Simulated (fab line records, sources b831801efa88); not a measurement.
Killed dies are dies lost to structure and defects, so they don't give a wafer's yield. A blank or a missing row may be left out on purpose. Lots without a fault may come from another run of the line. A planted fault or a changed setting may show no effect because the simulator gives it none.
Which tool did it? | flow sky130 | 13 lots, 39 wafers sampled, at 5 steps of a route of 708

WHAT THE GAUGES READ, wafer by wafer
The record holds no reading of a measuring or inspecting step that can be judged against a usual standard deviation.

WHICH TOOL RAN EACH LOT (tool, then ch and the chambers of the sampled wafers, then the start)
lot  | SKY_RES_XHIGH_SOFTBAKE_03         | SKY_CONTACT_CVD_24            | SKY_METAL1_SPUTTER_04        | SKY_METAL2_SPUTTER_03        | SKY_PAD_OPEN_PROBE_99
L998 | litho_track-03 ch 0, day 26 10:11 | cvd_w-02 ch 0,1, day 31 22:17 | pvd_sputter-04, day 31 22:58 | pvd_sputter-01, day 34 07:52 | -
L999 | litho_track-03 ch 0, day 27 00:50 | cvd_w-02 ch 0,1, day 32 12:19 | pvd_sputter-02, day 32 12:57 | pvd_sputter-01, day 34 21:35 | -
L100 | litho_track-03 ch 0, day 27 02:50 | cvd_w-02 ch 0,1, day 32 14:43 | pvd_sputter-02, day 32 15:22 | pvd_sputter-03, day 34 23:43 | -
L101 | litho_track-03 ch 0, day 27 03:48 | cvd_w-01 ch 0,1, day 32 15:49 | pvd_sputter-04, day 32 16:27 | pvd_sputter-01, day 35 01:20 | -
L102 | litho_track-02 ch 0, day 27 15:13 | cvd_w-01 ch 0,1, day 33 00:05 | pvd_sputter-03, day 33 00:44 | pvd_sputter-01, day 35 09:17 | -
L106 | litho_track-01 ch 0, day 29 09:17 | cvd_w-01 ch 0,1, day 34 17:14 | pvd_sputter-02, day 34 17:55 | pvd_sputter-01, day 37 01:19 | -
L111 | litho_track-01 ch 0, day 30 17:53 | cvd_w-01 ch 0,1, day 36 01:02 | pvd_sputter-03, day 36 01:43 | pvd_sputter-03, day 38 08:31 | prober-01, day 49 02:28
L113 | litho_track-02 ch 0, day 31 09:23 | cvd_w-02 ch 0,1, day 36 18:11 | pvd_sputter-02, day 36 18:52 | pvd_sputter-03, day 39 01:34 | -
L114 | litho_track-01 ch 0, day 31 14:29 | cvd_w-02 ch 0,1, day 36 21:40 | pvd_sputter-03, day 36 22:22 | pvd_sputter-02, day 39 04:33 | -
L115 | litho_track-03 ch 0, day 31 22:59 | cvd_w-01 ch 0,1, day 37 05:28 | pvd_sputter-04, day 37 06:07 | pvd_sputter-02, day 39 13:25 | -
L116 | litho_track-03 ch 0, day 32 02:02 | cvd_w-01 ch 0, day 37 08:10   | pvd_sputter-02, day 37 08:50 | pvd_sputter-03, day 39 14:31 | -
L118 | litho_track-03 ch 0, day 32 21:41 | cvd_w-02 ch 0,1, day 38 01:31 | pvd_sputter-03, day 38 02:46 | pvd_sputter-02, day 40 07:40 | -
L121 | litho_track-03 ch 0, day 33 19:42 | cvd_w-02 ch 0, day 38 23:55   | pvd_sputter-03, day 39 00:40 | pvd_sputter-01, day 41 04:22 | -
- SKY_RES_XHIGH_SOFTBAKE_03: time 60 s.
- SKY_CONTACT_CVD_24: deposits W, target thk 340 nm, time 102.12 s.
- SKY_METAL1_SPUTTER_04: material TiN, target thk 70 nm, time 58.3 s.
- SKY_METAL2_SPUTTER_03: material Ti, target thk 5 nm, time 3.3 s.
- SKY_PAD_OPEN_PROBE_99

WHAT THE TOOLS THEMSELVES READ (means of the sampled wafers that have a number; where no wafer has one, the mark that the record gives instead)
SKY_RES_XHIGH_SOFTBAKE_03.
lot  | tool           | chill_plate_temp_C (C) | heater_power_total_W (W) | resist_line_temp_C (C) | run_length_s (s)
L998 | litho_track-03 | 22.90                  | 56.60                    | 22.92                  | 88.72
L999 | litho_track-03 | 22.90                  | 56.58                    | 22.86                  | 88.73
L100 | litho_track-03 | 23.21                  | 58.36                    | 22.99                  | 83.70
L101 | litho_track-03 | 23.19                  | 58.33                    | 23.03                  | 83.59
L102 | litho_track-02 | 22.97                  | 56.58                    | 23.03                  | 89.28
L106 | litho_track-01 | 23.19                  | 56.59                    | 22.94                  | 88.75
L111 | litho_track-01 | 23.12                  | 56.56                    | 23.26                  | 88.71
L113 | litho_track-02 | 23.00                  | 56.62                    | 22.93                  | 89.12
L114 | litho_track-01 | 22.81                  | 56.64                    | 22.81                  | 88.78
L115 | litho_track-03 | 23.12                  | 56.62                    | 22.94                  | 88.74
L116 | litho_track-03 | 23.11                  | 56.58                    | 22.92                  | 88.69
L118 | litho_track-03 | 23.07                  | 56.54                    | 23.06                  | 88.64
L121 | litho_track-03 | 23.03                  | 56.60                    | 22.87                  | 88.73

SKY_CONTACT_CVD_24.
lot  | tool     | heater_power_w (W)
L998 | cvd_w-02 | 944
L999 | cvd_w-02 | 961
L100 | cvd_w-02 | 959
L101 | cvd_w-01 | 799
L102 | cvd_w-01 | 874
L106 | cvd_w-01 | 868
L111 | cvd_w-01 | 824
L113 | cvd_w-02 | 968
L114 | cvd_w-02 | 947
L115 | cvd_w-01 | 823
L116 | cvd_w-01 | 928
L118 | cvd_w-02 | 982
L121 | cvd_w-02 | 1013

SKY_METAL1_SPUTTER_04.
lot  | tool           | throttle_valve_pct (%)
L998 | pvd_sputter-04 | 29.0
L999 | pvd_sputter-02 | 29.5
L100 | pvd_sputter-02 | 30.2
L101 | pvd_sputter-04 | 28.9
L102 | pvd_sputter-03 | 30.7
L106 | pvd_sputter-02 | 30.8
L111 | pvd_sputter-03 | 31.1
L113 | pvd_sputter-02 | 30.7
L114 | pvd_sputter-03 | 30.4
L115 | pvd_sputter-04 | 28.7
L116 | pvd_sputter-02 | 30.1
L118 | pvd_sputter-03 | 31.3
L121 | pvd_sputter-03 | 30.9

SKY_METAL2_SPUTTER_03.
lot  | tool           | throttle_valve_pct (%)
L998 | pvd_sputter-01 | 31.0
L999 | pvd_sputter-01 | 29.7
L100 | pvd_sputter-03 | 30.3
L101 | pvd_sputter-01 | 31.4
L102 | pvd_sputter-01 | 31.2
L106 | pvd_sputter-01 | 29.8
L111 | pvd_sputter-03 | 30.6
L113 | pvd_sputter-03 | 29.0
L114 | pvd_sputter-02 | 31.0
L115 | pvd_sputter-02 | 30.8
L116 | pvd_sputter-03 | 29.5
L118 | pvd_sputter-02 | 29.8
L121 | pvd_sputter-01 | 29.0

SKY_PAD_OPEN_PROBE_99.
lot  | tool      | killed_at_M0_to_M3 | killed_at_M4_up | killed_at_contacts | killed_at_front_end | killed_at_other | killed_dies | killed_open | killed_short
L111 | prober-01 | 42                 | 5.3             | 24                 | 14                  | 1.3             | 87          | 46          | 40

THE ANSWER, worked out from the rows above alone
Rule: what is usual is taken from the lots themselves. Put in order of their means at a reading, lots are off if they are a third of the lots or fewer, leave a main group of 4 or more, and stand apart from it by a gap of 3 or more times the standard deviation of the main group's means; of several such gaps the widest counts. A main group whose means are all the same, to the digits that the tables above print for the reading, isn't used. A lot without any number at a reading at which 4 lots or more have one is off too. The other lots that the step has rows for count as sound. The gauges are gone through in route order, then the tools' own readings, and for those a lot's mean is taken as printed above. The first step at which some lot is off is used, and at that step the reading that is off furthest; a lot without a number counts as furthest.
Off: L100, L101, at SKY_RES_XHIGH_SOFTBAKE_03 (heater_power_total_W). The main group: mean 56.59 W, standard deviation 0.027.
A tool fits if, at that step or a process step before it, it ran every lot that is off, and no sound lot after the first of them. None of those tried fits.

WHAT THE SIMULATOR HAD PUT IN
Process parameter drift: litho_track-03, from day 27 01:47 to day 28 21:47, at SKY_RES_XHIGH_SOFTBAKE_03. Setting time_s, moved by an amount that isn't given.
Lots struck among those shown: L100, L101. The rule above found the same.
